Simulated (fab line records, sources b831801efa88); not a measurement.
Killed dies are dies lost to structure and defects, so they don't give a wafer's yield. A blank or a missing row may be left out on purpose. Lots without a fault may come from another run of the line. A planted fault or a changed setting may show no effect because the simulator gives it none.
Which tool did it? | flow sky130 | 7 lots, 21 wafers sampled, at 4 steps of a route of 708

WHAT THE GAUGES READ, wafer by wafer
SKY_CAPM_THK_MEAS_01.
lot  | measured     | on            | CAPM_CVD_00_THK (nm)
L436 | day 36 16:49 | film_metro-02 | 15.51 15.62 15.68
L444 | day 39 08:31 | film_metro-02 | 16.12 16.18 16.28
L447 | day 40 03:39 | film_metro-02 | 15.24 15.33 15.58
L450 | day 41 06:14 | film_metro-01 | 15.39 15.61 15.74
L454 | day 42 06:40 | film_metro-01 | 15.39 15.38 15.92
L456 | day 42 15:44 | film_metro-02 | 15.14 15.44 15.64
L458 | day 43 08:41 | film_metro-02 | 15.10 15.30 15.25

WHICH TOOL RAN EACH LOT (tool, then ch and the chambers of the sampled wafers, then the start)
lot  | SKY_LOCAL_INTERCONNECT_ETCH_13    | SKY_METAL1_SPUTTER_01        | SKY_CAPM_CVD_00
L436 | rie_metal-02 ch 0,1, day 30 19:48 | pvd_sputter-03, day 32 02:12 | pecvd-02 ch 0,2, day 36 16:48
L444 | rie_metal-03 ch 1, day 33 14:30   | pvd_sputter-03, day 34 19:45 | pecvd-02 ch 0,1, day 39 08:29
L447 | rie_metal-03 ch 0,1, day 34 10:25 | pvd_sputter-02, day 35 15:23 | pecvd-01 ch 0,1, day 40 03:38
L450 | rie_metal-03 ch 0,1, day 35 14:27 | pvd_sputter-03, day 36 19:20 | pecvd-01 ch 0,1, day 41 06:13
L454 | rie_metal-03 ch 0,1, day 36 12:53 | pvd_sputter-01, day 37 17:32 | pecvd-01 ch 0,1, day 42 06:38
L456 | rie_metal-03 ch 0,1, day 37 03:54 | pvd_sputter-01, day 38 09:02 | pecvd-01 ch 0,2, day 42 15:43
L458 | rie_metal-02 ch 0,1, day 37 21:47 | pvd_sputter-03, day 39 02:14 | pecvd-01 ch 0,1,2, day 43 08:39
- SKY_LOCAL_INTERCONNECT_ETCH_13: etches BARC in N2/H2, stops on SiO2, time 45.9 s, target depth 60 nm.
- SKY_METAL1_SPUTTER_01: material TiN, target thk 20 nm, time 16.7 s.
- SKY_CAPM_CVD_00: deposits SiO2, target thk 15.5 nm.

THE ANSWER, worked out from the rows above alone
Rule: what is usual is taken from the lots themselves. Put in order of their means at a reading, lots are off if they are a third of the lots or fewer, leave a main group of 4 or more, and stand apart from it by a gap of 3 or more times the standard deviation of the main group's means; of several such gaps the widest counts. A main group whose means are all the same, to the digits that the tables above print for the reading, isn't used. A lot without any number at a reading at which 4 lots or more have one is off too. The other lots that the step has rows for count as sound.
Off: L444, at SKY_CAPM_THK_MEAS_01 (CAPM_CVD_00_THK). The main group: mean 15.46 nm, standard deviation 0.14.
A tool fits if, at a process step before that reading, it ran every lot that is off, and no sound lot after the first of them. The gauges at SKY_CAPM_THK_MEAS_01 are tried like those tools. One fits: pecvd-02 at SKY_CAPM_CVD_00. Its last sound lot is L436 (day 36 16:48), its first lot that is off L444 (day 39 08:29): a fault that began between those two fits.

WHAT THE SIMULATOR HAD PUT IN
Process parameter drift: pecvd-02, from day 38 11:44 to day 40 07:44, at SKY_CAPM_CVD_00. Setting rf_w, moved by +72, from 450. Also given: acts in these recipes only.
Lots struck among those shown: L444. The rule above found the same.
